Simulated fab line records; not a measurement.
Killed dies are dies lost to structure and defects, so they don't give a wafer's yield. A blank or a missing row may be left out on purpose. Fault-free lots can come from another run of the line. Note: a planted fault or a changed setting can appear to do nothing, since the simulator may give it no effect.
fab line records -- flow gf180mcu
record lots=13, wafers=39, last-day=33
route steps=602 shown M4@470 V4@499 MIM@508
lots untouched by any fault: they come from a run of this same line in which no faults occurred
start-h: start of the lot's first displayed wafer, in hours after the record's first day -- wait-h: hours elapsed since this lot's preceding step -- " identical to the entry in the row above -- L1.1+2: a single row standing in for several wafers -- - no value, or no start was given -- * or withheld: withheld -- < > ~ a bound
route shown NAME@n: NAME is a module with steps in the file, n the number in the route of the first one -- usual: average and standard deviation across the fault-free wafers -- same: alike in all rows -- chamber/n: place in a boat -- sites: per-site readings -- _std_site: the standard deviation of these -- _edge_site: inner sites' mean taken away from outer sites' mean -- radius-mm: how far each site lies from the wafer's centre -- mask NAME#n: copy n -- behind: the most recent tool/chamber to have shaped the wafer -- hold: why the lot was held/for how many hours/how that ended -- device: which transistor (n, p or np) failed to switch -- end of line: at the end of the route, the tests of the same wafers -- step lacking rows: just its recipe -- killed: count of dies lost to structure and defects at first sort (not the wafer's yield) -- map: dies across one wafer; x = killed, . = not, _ = none there
set.NAME: setting as actually run; set.NAME@STEP: the setting as run at that earlier step -- model.NAME: the simulator's own value behind a step, which no gauge read
route steps across a sampled set of lots; one table per step, one row per wafer
services: when a tool's chamber went out of use (start-h, in hours from the record's first day, below 0 if earlier), for how many hours, and the reason
## steps
# step GF_M4_CD_MEAS_14
# recipe target-cd-nm=280
# usual cd-nm=280.2/1.2
lot.wafer,tool,chamber,start-h,wait-h,cd-nm
L503.1,cd-sem-02,-,535.74,0.1,279.1
L503.4,cd-sem-02,-,535.74,0.1,279.2
L503.6,cd-sem-02,-,535.74,0.1,279.7
L504.1,cd-sem-01,-,543.79,0.1,279.8
L504.2,cd-sem-01,-,543.79,0.1,278.9
L504.4,cd-sem-01,-,543.79,0.1,279.8
L505.1,cd-sem-02,-,546.13,0.1,279.7
L505.2,cd-sem-02,-,546.13,0.1,280.4
L505.4,cd-sem-02,-,546.13,0.1,279.9
L506.4,cd-sem-01,-,561.60,0.1,279.8
L506.5,cd-sem-01,-,561.60,0.1,279.1
L506.6,cd-sem-01,-,561.60,0.1,280.2
L507.1,cd-sem-02,-,577.44,0.1,281.1
L507.4,cd-sem-02,-,577.44,0.1,281.9
L507.5,cd-sem-02,-,577.44,0.1,279.6
L509.1,cd-sem-02,-,589.76,0.1,279.2
L509.4,cd-sem-02,-,589.76,0.1,280.9
L509.5,cd-sem-02,-,589.76,0.1,279.0
L510.1,cd-sem-02,-,619.43,0.1,278.9
L510.2,cd-sem-02,-,619.43,0.1,281.3
L510.3,cd-sem-02,-,619.43,0.1,279.1
L511.2,cd-sem-02,-,619.81,0.1,279.6
L511.4,cd-sem-02,-,619.81,0.1,280.1
L511.6,cd-sem-02,-,619.81,0.1,279.9
L513.1,cd-sem-01,-,633.41,0.1,280.3
L513.5,cd-sem-01,-,633.41,0.1,280.1
L513.6,cd-sem-01,-,633.41,0.1,280.9
L514.1,cd-sem-01,-,637.63,0.1,278.6
L514.3,cd-sem-01,-,637.63,0.1,278.8
L514.5,cd-sem-01,-,637.63,0.1,278.8
L518.1,cd-sem-02,-,664.09,0.1,279.0
L518.3,cd-sem-02,-,664.09,0.1,279.6
L518.5,cd-sem-02,-,664.09,0.1,278.6
L523.1,cd-sem-02,-,678.59,0.1,278.0
L523.5,cd-sem-02,-,678.59,0.1,277.8
L523.6,cd-sem-02,-,678.59,0.1,278.0
L524.4,cd-sem-01,-,686.20,0.1,281.3
L524.5,cd-sem-01,-,686.20,0.1,280.6
L524.6,cd-sem-01,-,686.20,0.1,281.2
# step GF_M4_METAL_ETCH_16
# recipe chemistry=Cl2/BCl3, mask-material=KrF, target-depth-nm=627.5, stop-on=SiO2, pressure-mtorr=8, icp-w=800, bias-w=140, Cl2_flow_sccm=80, bcl3-flow-sccm=40, time-s=104.6
# usual chamber-pressure-mTorr=8.000/0.008, drypump-motor-current-A=5.9/0.43, oes-product-au=0.971/0.0058, throttle-valve-pct=28.251/0.0097
lot.wafer,tool,chamber,start-h,wait-h,chamber-pressure-mTorr,drypump-motor-current-A,oes-product-au,rf-hours-counter-h,throttle-valve-pct
L503.1,rie-metal-01,1,535.90,0.0,7.987,6.1,0.972,11.1,28.253
L503.4,rie-metal-01,1,535.90,0.0,8.008,6.0,0.978,-,28.244
L503.6,rie-metal-01,0,535.90,0.0,8.010,6.2,0.975,-,28.250
L504.1,rie-metal-04,1,543.95,0.0,8.004,6.5,0.964,2.7,28.256
L504.2,rie-metal-04,0,543.95,0.0,8.000,5.3,0.972,10.9,28.247
L504.4,rie-metal-04,1,543.95,0.0,8.002,6.4,0.980,-,28.249
L505.1,rie-metal-04,0,546.29,0.0,7.997,5.3,0.983,11.0,28.238
L505.2,rie-metal-04,1,546.29,0.0,8.003,6.4,0.972,2.8,28.241
L505.4,rie-metal-04,1,546.29,0.0,8.008,6.4,0.970,-,28.250
L506.4,rie-metal-03,1,561.74,0.0,7.995,5.3,0.975,-,28.229
L506.5,rie-metal-03,0,561.74,0.0,8.002,5.8,0.969,-,28.264
L506.6,rie-metal-03,1,561.74,0.0,7.990,5.2,0.974,-,28.249
L507.1,rie-metal-01,0,577.60,0.0,8.003,6.2,0.979,2.1,28.259
L507.4,rie-metal-01,0,577.60,0.0,7.995,6.2,0.965,-,28.245
L507.5,rie-metal-01,0,577.60,0.0,7.999,6.2,0.976,-,28.251
L509.1,rie-metal-03,1,589.91,0.0,7.995,5.2,0.971,2.9,28.248
L509.4,rie-metal-03,1,589.91,0.0,8.012,5.3,0.974,-,28.247
L509.5,rie-metal-03,1,589.91,0.0,8.003,5.3,0.981,-,28.244
L510.1,rie-metal-01,0,619.59,0.0,8.012,6.2,0.953,3.9,28.269
L510.2,rie-metal-01,1,619.59,0.0,7.986,6.1,0.977,0.8,28.255
L510.3,rie-metal-01,1,619.59,0.0,7.999,6.0,0.965,-,28.252
L511.2,rie-metal-03,1,619.95,0.0,8.002,5.3,0.971,3.8,28.257
L511.4,rie-metal-03,0,619.95,0.0,7.992,5.8,0.964,-,28.274
L511.6,rie-metal-03,1,619.95,0.0,8.007,5.3,0.967,-,28.272
L513.1,rie-metal-04,1,633.56,0.0,7.998,6.5,0.971,5.7,28.242
L513.5,rie-metal-04,1,633.56,0.0,8.000,6.5,0.976,-,28.249
L513.6,rie-metal-04,1,633.56,0.0,7.995,6.5,0.982,-,28.259
L514.1,rie-metal-04,1,637.79,0.0,7.998,6.5,0.976,6.0,28.246
L514.3,rie-metal-04,1,637.79,0.0,8.015,6.4,0.962,-,28.254
L514.5,rie-metal-04,1,637.79,0.0,8.005,6.4,0.963,-,28.246
L518.1,rie-metal-01,1,664.25,0.0,8.005,6.0,0.980,2.4,28.248
L518.3,rie-metal-01,1,664.25,0.0,7.992,6.0,0.964,-,28.261
L518.5,rie-metal-01,0,664.25,0.0,8.009,6.2,0.977,-,28.252
L523.1,rie-metal-03,1,678.75,0.0,8.013,5.3,0.969,5.3,28.266
L523.5,rie-metal-03,0,678.75,0.0,8.001,5.8,0.963,-,28.251
L523.6,rie-metal-03,1,678.75,0.0,7.995,5.3,0.962,-,28.263
L524.4,rie-metal-01,0,686.33,0.0,8.002,6.2,0.977,-,28.255
L524.5,rie-metal-01,0,686.33,0.0,7.987,6.2,0.964,-,28.264
L524.6,rie-metal-01,1,686.33,0.0,7.983,6.0,0.973,-,28.258
# step GF_V4_CVD_23
# recipe material=W, target-thk-nm=350, time-s=104.9, temp-c=400, pressure-torr=40
# usual heater-power-w=849/70
lot.wafer,tool,chamber,start-h,wait-h,heater-power-w
L503.1,cvd-w-02,0,560.10,0.0,814
L503.4,cvd-w-02,1,560.10,0.0,836
L503.6,cvd-w-02,1,560.10,0.0,823
L504.1,cvd-w-02,1,568.36,0.0,835
L504.2,cvd-w-02,0,568.36,0.0,813
L504.4,cvd-w-02,0,568.36,0.0,815
L505.1,cvd-w-02,0,571.10,0.0,809
L505.2,cvd-w-02,1,571.10,0.0,855
L505.4,cvd-w-02,0,571.10,0.0,795
L506.4,cvd-w-02,1,585.21,0.1,844
L506.5,cvd-w-02,1,585.21,0.1,834
L506.6,cvd-w-02,0,585.21,0.1,819
L507.1,cvd-w-02,0,600.72,0.0,822
L507.4,cvd-w-02,1,600.72,0.0,815
L507.5,cvd-w-02,1,600.72,0.0,876
L509.1,cvd-w-01,1,611.47,0.0,996
L509.4,cvd-w-01,1,611.47,0.0,965
L509.5,cvd-w-01,1,611.47,0.0,956
L510.1,cvd-w-02,1,640.98,0.0,850
L510.2,cvd-w-02,0,640.98,0.0,820
L510.3,cvd-w-02,0,640.98,0.0,829
L511.2,cvd-w-02,1,641.60,0.0,843
L511.4,cvd-w-02,1,641.60,0.0,850
L511.6,cvd-w-02,0,641.60,0.0,803
L513.1,cvd-w-02,0,655.29,0.0,837
L513.5,cvd-w-02,0,655.29,0.0,819
L513.6,cvd-w-02,1,655.29,0.0,866
L514.1,cvd-w-01,0,659.89,0.0,741
L514.3,cvd-w-01,1,659.89,0.0,969
L514.5,cvd-w-01,0,659.89,0.0,758
L518.1,cvd-w-01,1,685.19,0.0,988
L518.3,cvd-w-01,1,685.19,0.0,1007
L518.5,cvd-w-01,0,685.19,0.0,761
L523.1,cvd-w-01,0,699.64,0.0,760
L523.5,cvd-w-01,1,699.64,0.0,956
L523.6,cvd-w-01,0,699.64,0.0,763
L524.4,cvd-w-01,0,707.47,0.1,754
L524.5,cvd-w-01,1,707.47,0.1,982
L524.6,cvd-w-01,0,707.47,0.1,760
# step GF_MIM_CVD_05
# recipe material=Si3N4, target-thk-nm=42, temp-max-c=400, temp-c=385, time-s=29.086, rf-w=450
# usual heater-power-w=678/96
lot.wafer,tool,chamber,start-h,wait-h,heater-power-w
L503.1,pecvd-04,2,560.91,0.0,741
L503.4,pecvd-04,2,560.91,0.0,743
L503.6,pecvd-04,1,560.91,0.0,593
L504.1,pecvd-04,2,569.17,0.0,664
L504.2,pecvd-04,1,569.17,0.0,687
L504.4,pecvd-04,0,569.17,0.0,846
L505.1,pecvd-03,0,571.91,0.0,678
L505.2,pecvd-03,1,571.91,0.0,720
L505.4,pecvd-03,0,571.91,0.0,705
L506.4,pecvd-04,2,586.00,0.0,773
L506.5,pecvd-04,0,586.00,0.0,803
L506.6,pecvd-04,1,586.00,0.0,713
L507.1,pecvd-03,1,601.53,0.0,794
L507.4,pecvd-03,0,601.53,0.0,700
L507.5,pecvd-03,1,601.53,0.0,789
L509.1,pecvd-03,1,612.39,0.0,678
L509.4,pecvd-03,1,612.39,0.0,671
L509.5,pecvd-03,2,612.39,0.0,461
L510.1,pecvd-01,2,641.79,0.0,595
L510.2,pecvd-01,1,641.79,0.0,685
L510.3,pecvd-01,0,641.79,0.0,642
L511.2,pecvd-03,2,642.41,0.0,531
L511.4,pecvd-03,1,642.41,0.0,765
L511.6,pecvd-03,2,642.41,0.0,550
L513.1,pecvd-01,0,656.10,0.0,717
L513.5,pecvd-01,0,656.10,0.0,696
L513.6,pecvd-01,1,656.10,0.0,682
L514.1,pecvd-01,2,660.70,0.0,539
L514.3,pecvd-01,1,660.70,0.0,689
L514.5,pecvd-01,0,660.70,0.0,650
L518.1,pecvd-01,1,686.00,0.0,741
L518.3,pecvd-01,0,686.00,0.0,695
L518.5,pecvd-01,2,686.00,0.0,568
L523.1,pecvd-04,1,700.45,0.0,682
L523.5,pecvd-04,2,700.45,0.0,758
L523.6,pecvd-04,1,700.45,0.0,669
L524.4,pecvd-03,2,708.26,0.0,474
L524.5,pecvd-03,1,708.26,0.0,646
L524.6,pecvd-03,0,708.26,0.0,693
# step GF_MIM_THK_MEAS_06
# recipe reads=Si3N4_of_MIM_CVD_05
# usual MIM_CVD_05_THK=42.0/0.55
lot.wafer,tool,chamber,start-h,wait-h,MIM_CVD_05_THK[nm]
L503.1,film-metro-04,-,560.95,0.0,42.5
L503.4,film-metro-04,-,560.95,0.0,43.3
L503.6,film-metro-04,-,560.95,0.0,42.8
L504.1,film-metro-01,-,569.21,0.0,42.4
L504.2,film-metro-01,-,569.21,0.0,41.7
L504.4,film-metro-01,-,569.21,0.0,42.8
L505.1,film-metro-01,-,571.94,0.0,41.1
L505.2,film-metro-01,-,571.94,0.0,42.3
L505.4,film-metro-01,-,571.94,0.0,41.6
L506.4,film-metro-03,-,586.04,0.0,43.3
L506.5,film-metro-03,-,586.04,0.0,43.0
L506.6,film-metro-03,-,586.04,0.0,42.5
L507.1,film-metro-04,-,601.56,0.0,42.1
L507.4,film-metro-04,-,601.56,0.0,41.8
L507.5,film-metro-04,-,601.56,0.0,42.9
L509.1,film-metro-01,-,612.43,0.0,41.7
L509.4,film-metro-01,-,612.43,0.0,42.8
L509.5,film-metro-01,-,612.43,0.0,42.2
L510.1,film-metro-01,-,641.83,0.0,41.6
L510.2,film-metro-01,-,641.83,0.0,41.2
L510.3,film-metro-01,-,641.83,0.0,41.5
L511.2,film-metro-03,-,642.45,0.0,41.4
L511.4,film-metro-03,-,642.45,0.0,42.7
L511.6,film-metro-03,-,642.45,0.0,42.8
L513.1,film-metro-03,-,656.13,0.0,41.1
L513.5,film-metro-03,-,656.13,0.0,41.9
L513.6,film-metro-03,-,656.13,0.0,42.1
L514.1,film-metro-04,-,660.73,0.0,41.9
L514.3,film-metro-04,-,660.73,0.0,41.3
L514.5,film-metro-04,-,660.73,0.0,41.8
L518.1,film-metro-04,-,686.04,0.0,40.6
L518.3,film-metro-04,-,686.04,0.0,58.1
L518.5,film-metro-04,-,686.04,0.0,42.6
L523.1,film-metro-01,-,700.49,0.0,41.2
L523.5,film-metro-01,-,700.49,0.0,42.5
L523.6,film-metro-01,-,700.49,0.0,41.9
L524.4,film-metro-04,-,708.31,0.0,41.9
L524.5,film-metro-04,-,708.31,0.0,42.9
L524.6,film-metro-04,-,708.31,0.0,42.6
## services
tool,chamber,start-h,hours,kind
pecvd-01,-,536.14,14.6,pm
rie-metal-03,-,551.34,2.0,repair
rie-metal-03,-,553.48,1.9,repair
pecvd-01,1,562.13,11.2,repair
rie-metal-03,-,570.46,14.6,pm
cvd-w-01,-,574.61,2.8,pm
rie-metal-01,1,575.16,-,clean
rie-metal-01,1,575.16,17.5,scheduled-down
rie-metal-01,1,575.16,17.5,vent-cycle
pecvd-03,-,584.79,0.3,repair
pecvd-04,-,601.75,0.6,repair
cvd-w-01,-,602.74,1.1,repair
cvd-w-01,0,607.79,10.3,repair
pecvd-04,-,609.45,14.6,pm
pecvd-01,0,611.64,2.6,repair
rie-metal-04,0,624.91,-,clean
rie-metal-04,0,624.91,25.2,scheduled-down
rie-metal-04,0,624.91,25.2,vent-cycle
cvd-w-01,1,635.03,8.8,repair
cvd-w-02,-,678.90,2.8,pm
rie-metal-01,-,689.65,0.5,repair
rie-metal-04,-,690.32,1.4,pm
rie-metal-03,1,692.13,4.2,repair
## key
first-sign step=GF_MIM_THK_MEAS_06, reading=MIM_CVD_05_THK, direction=up, sigmas=30, usual=42.0, struck=58.1
effect none on later readings
met-at GF_MIM_CVD_05
struck-lots L518
struck-wafers L518.3
not-acting-at GF_M4_CD_MEAS_14,GF_M4_METAL_ETCH_16,GF_V4_CVD_23
onset-between 660.70 686.00
fault kind=process-parameter-drift, tool=pecvd-01, chamber=0, onset-h=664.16, steps=GF_MIM_CVD_05, channel=target-thk-nm, offset=16.761, shape=step, end-h=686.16, acts-in=these-recipes-only, stated=42
